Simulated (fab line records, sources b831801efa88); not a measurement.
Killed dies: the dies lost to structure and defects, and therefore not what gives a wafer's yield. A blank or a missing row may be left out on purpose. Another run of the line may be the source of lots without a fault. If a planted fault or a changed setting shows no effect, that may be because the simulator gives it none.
fab line records	flow sky130
record: lots: 6	wafers: 18	last_day: 49
route steps=708 shown LDD_N@249 LDD_P@255 PAD_OPEN@708
lots that met no fault: taken from a fault-free run of the same line
start_h: hours from the record's first day to the start of the lot's first wafer shown	wait_h: time in hours since the lot's previous step	" the same as in the row above	L1.1+2: one row covering several wafers at once	- no value present, or no start provided	* or withheld: withheld	< > ~ a bound
route shown NAME@n: a module of which the file shows steps, and the number in the route of the first	usual: the fault-free wafers' mean and standard deviation	same: alike in all rows	chamber/n: place in a boat	sites: each site's reading	_std_site: the standard deviation of these	_edge_site: outer sites' mean less inner sites'	radius_mm: how far each site lies from the wafer's centre	mask NAME#n: copy n	behind: the tool/chamber that last shaped the wafer	hold: reason for holding the lot/hours on hold/outcome of the hold	device: transistor that didn't switch, given as n, p or np	end of line: the route-end tests of the same wafers	a step with no rows: only its recipe	killed: dies that structure and defects cost at the first sort, which is not the same as the wafer's yield	map: the dies of a wafer, with x for killed, . for not killed, _ for no die there
set.NAME: the setting the step ran with; set.NAME@STEP: the setting that earlier step ran with	model.NAME: the simulator's own value behind a step, which no gauge read
a table for each step, a row for each wafer; lots at some steps of the route
services: when a tool's chamber went out of use (start_h, in hours from the record's first day, below 0 if earlier), for how many hours, and the reason
== steps ==
step: SKY_LDD_N_IMPLANT_12
recipe: species: BF2	energy_kev: 50	dose_cm2: 5e+12	tilt_deg: 30	rotation_deg: 0
step: SKY_LDD_N_IMPLANT_13
recipe: species: BF2	energy_kev: 50	dose_cm2: 5e+12	tilt_deg: 30	rotation_deg: 90
step: SKY_LDD_N_IMPLANT_14
recipe: species: BF2	energy_kev: 50	dose_cm2: 5e+12	tilt_deg: 30	rotation_deg: 180
step: SKY_LDD_N_IMPLANT_15
recipe: species: BF2	energy_kev: 50	dose_cm2: 5e+12	tilt_deg: 30	rotation_deg: 270
step: SKY_LDD_N_STRIP_16
recipe: chemistry: O2/N2	power_w: 1400	pressure_mtorr: 1500	platen_temp_c: withheld	o2_flow_sccm: 3000	n2_flow_sccm: 300	overash_fraction: 0.5
usual: drypump_motor_current_A: 5.27/0.26	oes_product_au: 0.407/0.0047	strip_time_to_endpoint_s: 4.314/0.014
lot.wafer	tool	chamber	start_h	wait_h	drypump_motor_current_A	oes_product_au	rf_hours_counter_h	strip_time_to_endpoint_s
L379.3	plasma_asher-02	0	451.36	0.1	5.49	0.403	-	4.316
L379.4	"	1	"	"	4.92	0.410	-	4.316
L379.6	"	1	"	"	4.94	0.400	-	4.324
L381.2	plasma_asher-01	1	522.50	0.1	4.98	0.411	43	4.313
L381.3	"	1	"	"	4.98	0.409	-	4.300
L381.5	"	0	"	"	5.51	0.408	-	4.299
L387.4	plasma_asher-03	0	523.98	0.1	5.52	0.409	-	4.329
L387.5	"	0	"	"	5.54	0.401	-	4.308
L387.6	"	1	"	"	5.27	0.397	-	4.315
L384.2	plasma_asher-01	0	524.90	0.1	5.51	0.408	44	4.346
L384.4	"	1	"	"	4.99	0.405	-	4.345
L384.6	"	1	"	"	5.00	0.408	-	4.332
L392.2	plasma_asher-02	0	550.82	0.1	5.50	0.412	13	4.333
L392.4	"	0	"	"	5.49	0.415	-	4.310
L392.6	"	0	"	"	5.49	0.405	-	4.330
L393.1	plasma_asher-02	1	553.02	0.1	4.91	0.416	14	4.311
L393.3	"	1	"	"	4.92	0.405	-	4.312
L393.6	"	1	"	"	4.93	0.411	-	4.312
step: SKY_LDD_N_TW_MEAS_17
usual: LDD_N_TW: 2584/19
lot.wafer	tool	chamber	start_h	wait_h	LDD_N_TW
L379.3	film_metro-03	-	451.44	0.1	2620
L379.4	"	-	"	"	2616
L379.6	"	-	"	"	2614
L381.2	film_metro-02	-	522.61	0.1	2588
L381.3	"	-	"	"	2596
L381.5	"	-	"	"	2583
L387.4	film_metro-02	-	524.08	0.1	2595
L387.5	"	-	"	"	2593
L387.6	"	-	"	"	2594
L384.2	film_metro-01	-	525.01	0.1	2572
L384.4	"	-	"	"	2572
L384.6	"	-	"	"	2559
L392.2	film_metro-01	-	550.93	0.1	2557
L392.4	"	-	"	"	2563
L392.6	"	-	"	"	2555
L393.1	film_metro-03	-	553.12	0.1	2601
L393.3	"	-	"	"	2599
L393.6	"	-	"	"	2592
step: SKY_LDD_P_DEHYDRATE_00
recipe: temp_c: 200	time_s: 60
step: SKY_LDD_P_HMDS_01
recipe: prime_time_s: 60	prime_temp_c: 120
step: SKY_LDD_P_COAT_02
recipe: resist: NOVOLAK	spin_rpm: 3000	resist_thk_nm: 1140
step: SKY_LDD_P_SOFTBAKE_03
recipe: temp_c: 90	time_s: 60	resist: NOVOLAK
step: SKY_LDD_P_EXPOSE_04
recipe: mask_id: PSDM	na: 0.6	source_shape: conventional	sigma_outer: 0.6	polarization: unpolarized	target_cd_nm: 380	dose_mj: 138
step: SKY_LDD_P_PEB_05
recipe: temp_c: withheld	time_s: *	resist: NOVOLAK
step: SKY_LDD_P_DEVELOP_06
recipe: resist: NOVOLAK	developer: TMAH	develop_time_s: 60	dev_temp_c: 23
lot.wafer	tool	chamber	start_h	wait_h
L379.3+4+6	litho_track-03	0	481.02	0.1
L381.2+3+5	litho_track-02	0	551.96	0.1
L387.4+5+6	litho_track-03	0	553.44	0.1
L384.2+4+6	litho_track-02	0	554.51	0.1
L392.2+4+6	litho_track-03	0	579.69	0.1
L393.1+3+6	litho_track-01	0	582.50	0.1
step: SKY_LDD_P_CD_MEAS_07
recipe: target_cd_nm: 380
usual: cd_nm: 379.8/2.5
lot.wafer	tool	chamber	start_h	wait_h	hold	cd_nm
L379.3	cd_sem-02	-	481.16	0.1	-	381.2
L379.4	"	-	"	"	-	380.2
L379.6	"	-	"	"	-	379.0
L381.2	cd_sem-02	-	552.11	0.1	-	383.7
L381.3	"	-	"	"	-	381.0
L381.5	"	-	"	"	-	382.2
L387.4	cd_sem-01	-	553.58	0.1	await_dispo/0.2h/release	367.1
L387.5	"	-	"	"	await_dispo/0.2h/release	368.4
L387.6	"	-	"	"	await_dispo/0.2h/release	367.8
L387.4	cd_sem-01	-	553.86	0.3	-	366.8
L387.5	"	-	"	"	-	368.8
L387.6	"	-	"	"	-	367.9
L384.2	cd_sem-02	-	554.66	0.1	-	377.1
L384.4	"	-	"	"	-	380.1
L384.6	"	-	"	"	-	376.5
L392.2	cd_sem-01	-	579.84	0.1	-	371.2
L392.4	"	-	"	"	-	370.7
L392.6	"	-	"	"	-	371.5
L393.1	cd_sem-02	-	582.65	0.1	-	380.9
L393.3	"	-	"	"	-	381.0
L393.6	"	-	"	"	-	381.1
step: SKY_LDD_P_OVL_MEAS_08
usual: LDD_P_OVL: -0.1/1.3
lot.wafer	tool	chamber	start_h	wait_h	hold	LDD_P_OVL[nm]
L379.3	overlay-01	-	481.25	0.1	-	-1.2
L379.4	"	-	"	"	-	0.7
L379.6	"	-	"	"	-	-0.1
L381.2	overlay-02	-	552.21	0.1	-	-1.5
L381.3	"	-	"	"	-	-2.5
L381.5	"	-	"	"	-	-1.8
L384.2	overlay-02	-	554.76	0.1	-	0.2
L384.4	"	-	"	"	-	0.8
L384.6	"	-	"	"	-	1.4
L387.4	overlay-01	-	557.21	3.3	await_dispo/3.3h/release	-2.2
L387.5	"	-	"	"	await_dispo/3.3h/release	0.5
L387.6	"	-	"	"	await_dispo/3.3h/release	-1.1
L392.2	overlay-02	-	579.94	0.1	-	0.9
L392.4	"	-	"	"	-	-1.1
L392.6	"	-	"	"	-	0.5
L393.1	overlay-02	-	582.77	0.1	-	0.0
L393.3	"	-	"	"	-	1.2
L393.6	"	-	"	"	-	2.1
step: SKY_PAD_OPEN_PROBE_99
usual: killed_at_M0_to_M3: 43/7.3	killed_at_M4_up: 3.5/2.2	killed_at_contacts: 24/5.3	killed_at_front_end: 15/4.2	killed_at_other: 0.3/0.67	killed_dies: 86/9.8	killed_open: 47/7.2	killed_short: 39/6.5
same: gross_dies: 492	killed_at_back_side: 0
lot.wafer	tool	chamber	start_h	wait_h	killed_at_M0_to_M3	killed_at_M4_up	killed_at_contacts	killed_at_front_end	killed_at_other	killed_dies	killed_open	killed_short
L379.3	prober-01	-	1107.57	0.2	34	5	27	12	0	78	43	35
L379.4	prober-01	-	1107.62	0.2	55	11	23	17	0	106	60	46
L379.6	prober-01	-	1107.72	0.2	36	4	26	15	0	81	48	32
L381.2	prober-01	-	1152.66	0.1	38	2	29	18	0	87	45	42
L381.3	prober-01	-	1152.71	0.2	36	4	31	19	0	90	49	40
L381.5	prober-01	-	1152.81	0.2	41	2	32	14	0	89	45	44
L384.2	prober-01	-	1158.66	0.1	39	7	26	11	0	83	51	32
L384.4	prober-01	-	1158.76	0.2	50	2	22	8	0	82	38	44
L384.6	prober-01	-	1158.86	0.2	45	2	25	11	0	83	37	46
L387.4	prober-02	-	1160.26	0.2	36	1	22	12	1	72	44	27
L387.5	prober-02	-	1160.31	0.2	42	4	32	13	1	92	41	51
L387.6	prober-02	-	1160.36	0.2	56	4	23	11	1	95	46	48
L392.2	prober-02	-	1169.95	0.1	44	6	19	23	0	92	51	41
L392.4	prober-02	-	1170.05	0.2	41	2	22	10	0	75	38	37
L392.6	prober-02	-	1170.15	0.2	37	3	23	12	0	75	46	29
L393.1	prober-01	-	1171.40	0.1	56	4	26	8	0	94	42	52
L393.3	prober-01	-	1171.50	0.2	35	2	30	12	1	80	44	36
L393.6	prober-01	-	1171.65	0.2	44	2	20	15	0	81	46	35
killed by level:class
L379.3 CONTACT:geometric_particle:open=11 LI_CONTACT:geometric_particle:open=8 VIA1:geometric_particle:open=8 VIA2:geometric_particle:open=6 VIA3:geometric_particle:short=6 POLY_GATE:geometric_particle:short=5 METAL2:geometric_particle:short=5 VIA3:geometric_particle:open=5
L379.4 VIA3:geometric_particle:open=12 CONTACT:geometric_particle:open=9 VIA1:geometric_particle:open=9 LI_CONTACT:geometric_particle:open=8 METAL4:geometric_particle:short=8 METAL2:geometric_particle:short=7 POLY_GATE:geometric_particle:short=5 VIA1:geometric_particle:short=5
L379.6 VIA1:geometric_particle:open=12 CONTACT:geometric_particle:open=10 LI_CONTACT:geometric_particle:open=8 POLY_GATE:geometric_particle:open=7 VIA1:geometric_particle:short=6 VIA2:geometric_particle:short=5 LOCAL_INTERCONNECT:geometric_particle:short=4 VIA3:geometric_particle:open=4
L381.2 VIA2:geometric_particle:open=11 CONTACT:geometric_particle:short=9 LI_CONTACT:geometric_particle:open=7 CONTACT:geometric_particle:open=7 VIA1:geometric_particle:open=7 FIELD_ISO:geometric_particle:open=6 FIELD_ISO:geometric_particle:short=5 METAL1:geometric_particle:short=5
L381.3 CONTACT:geometric_particle:open=12 VIA1:geometric_particle:open=12 LOCAL_INTERCONNECT:geometric_particle:short=9 FIELD_ISO:geometric_particle:short=7 LI_CONTACT:geometric_particle:open=6 VIA3:geometric_particle:open=6 VIA1:geometric_particle:short=5 POLY_GATE:geometric_particle:short=4
L381.5 VIA1:geometric_particle:open=13 CONTACT:geometric_particle:open=11 LOCAL_INTERCONNECT:geometric_particle:short=10 VIA2:geometric_particle:open=7 POLY_GATE:geometric_particle:short=5 CONTACT:geometric_particle:short=4 LI_CONTACT:geometric_particle:open=4 METAL2:geometric_particle:short=4
L384.2 LI_CONTACT:geometric_particle:open=11 CONTACT:geometric_particle:open=8 METAL1:geometric_particle:short=8 VIA1:geometric_particle:open=6 VIA3:geometric_particle:open=5 METAL1:geometric_particle:open=4 POLY_GATE:geometric_particle:open=3 LI_CONTACT:geometric_particle:short=3
L384.4 VIA1:geometric_particle:open=10 METAL2:geometric_particle:short=9 METAL1:geometric_particle:short=7 VIA3:geometric_particle:open=7 LI_CONTACT:geometric_particle:short=6 LOCAL_INTERCONNECT:geometric_particle:short=6 VIA1:geometric_particle:short=5 VIA2:geometric_particle:open=5
L384.6 VIA1:geometric_particle:open=11 METAL1:geometric_particle:short=9 LOCAL_INTERCONNECT:geometric_particle:short=7 LI_CONTACT:geometric_particle:short=5 CONTACT:geometric_particle:open=5 VIA1:geometric_particle:short=5 METAL2:geometric_particle:short=5 FIELD_ISO:geometric_particle:open=4
L387.4 VIA1:geometric_particle:open=10 LI_CONTACT:geometric_particle:open=8 METAL2:geometric_particle:short=6 VIA3:geometric_particle:open=6 FIELD_ISO:geometric_particle:open=4 CONTACT:geometric_particle:open=4 POLY_GATE:geometric_particle:short=3 LI_CONTACT:geometric_particle:short=3
L387.5 LI_CONTACT:geometric_particle:open=10 VIA1:geometric_particle:short=9 VIA1:geometric_particle:open=9 FIELD_ISO:geometric_particle:short=7 CONTACT:geometric_particle:open=7 LOCAL_INTERCONNECT:geometric_particle:short=6 VIA2:geometric_particle:open=6 LI_CONTACT:geometric_particle:short=5
L387.6 VIA2:geometric_particle:open=12 METAL1:geometric_particle:short=9 VIA1:geometric_particle:open=9 LI_CONTACT:geometric_particle:open=6 METAL2:geometric_particle:short=6 CONTACT:geometric_particle:short=6 CONTACT:geometric_particle:open=6 VIA1:geometric_particle:short=5
L392.2 VIA1:geometric_particle:open=12 VIA2:geometric_particle:open=7 FIELD_ISO:geometric_particle:short=6 LI_CONTACT:geometric_particle:open=6 METAL3:geometric_particle:short=6 VIA3:geometric_particle:open=6 POLY_GATE:geometric_particle:open=5 METAL1:geometric_particle:short=5
L392.4 CONTACT:geometric_particle:open=11 VIA1:geometric_particle:open=8 LOCAL_INTERCONNECT:geometric_particle:short=5 VIA1:geometric_particle:short=5 VIA2:geometric_particle:open=5 METAL2:geometric_particle:short=4 VIA2:geometric_particle:short=4 METAL3:geometric_particle:short=4
L392.6 VIA1:geometric_particle:open=14 CONTACT:geometric_particle:open=9 LI_CONTACT:geometric_particle:open=6 POLY_GATE:geometric_particle:open=5 METAL1:geometric_particle:short=5 CONTACT:geometric_particle:short=4 VIA2:geometric_particle:open=4 POLY_GATE:geometric_particle:short=3
L393.1 VIA1:geometric_particle:open=8 VIA2:geometric_particle:open=7 METAL2:geometric_particle:short=7 CONTACT:geometric_particle:open=6 METAL1:geometric_particle:short=6 VIA1:geometric_particle:short=6 VIA3:geometric_particle:open=6 LI_CONTACT:geometric_particle:short=5
L393.3 VIA1:geometric_particle:open=10 CONTACT:geometric_particle:open=10 LI_CONTACT:geometric_particle:open=8 METAL2:geometric_particle:short=6 LOCAL_INTERCONNECT:geometric_particle:short=5 FIELD_ISO:geometric_particle:open=4 POLY_GATE:geometric_particle:short=4 VIA3:geometric_particle:short=4
L393.6 CONTACT:geometric_particle:open=9 LI_CONTACT:geometric_particle:open=7 VIA1:geometric_particle:open=7 VIA2:geometric_particle:open=6 METAL1:geometric_particle:short=6 POLY_GATE:geometric_particle:open=5 POLY_GATE:geometric_particle:short=5 VIA3:geometric_particle:open=5
== services ==
tool	chamber	start_h	hours	kind
plasma_asher-02	0	430.25	-	clean
plasma_asher-02	1	430.25	-	clean
plasma_asher-03	-	432.30	28.1	pm
plasma_asher-03	-	472.60	0.9	repair
plasma_asher-03	-	476.25	3.1	repair
plasma_asher-02	-	481.33	0.7	repair
plasma_asher-03	-	486.35	1.4	repair
plasma_asher-02	-	532.27	2.8	pm
plasma_asher-03	-	549.62	2.8	pm
plasma_asher-01	-	550.72	28.1	pm
== key ==
first_sign: step: SKY_LDD_P_CD_MEAS_07	reading: visit	direction: added	through: control_loop
effect: step: SKY_LDD_P_CD_MEAS_07	reading: cd_nm	direction: down	sigmas: 4.1	usual: 379.8	struck: 369.4	through: control_loop
met_at SKY_LDD_P_DEVELOP_06
struck_wafers L387.4,L387.5,L387.6,L392.2,L392.4,L392.6
tester_left_out L387,L392
loop_trim: step: SKY_LDD_P_EXPOSE_04	setting: dose	lots: L392
onset_between 481.02 553.44
fault: kind: process_parameter_drift	tool: litho_track-03	chamber: -	onset_h: 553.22	steps: SKY_LDD_P_DEVELOP_06	channel: develop_time_s	offset: *	shape: step	end_h: 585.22	acts_in: *	stated: *
tester_left_out: of these lots the tester's yield and bins aren't shown, on N5 and GAA mostly nor the transistor test; their killed dies are dies lost to structure and defects alone, not to doping, threshold or leakage, so they don't give the yield
loop_trim: a control loop set the setting to another value than it would have without faults
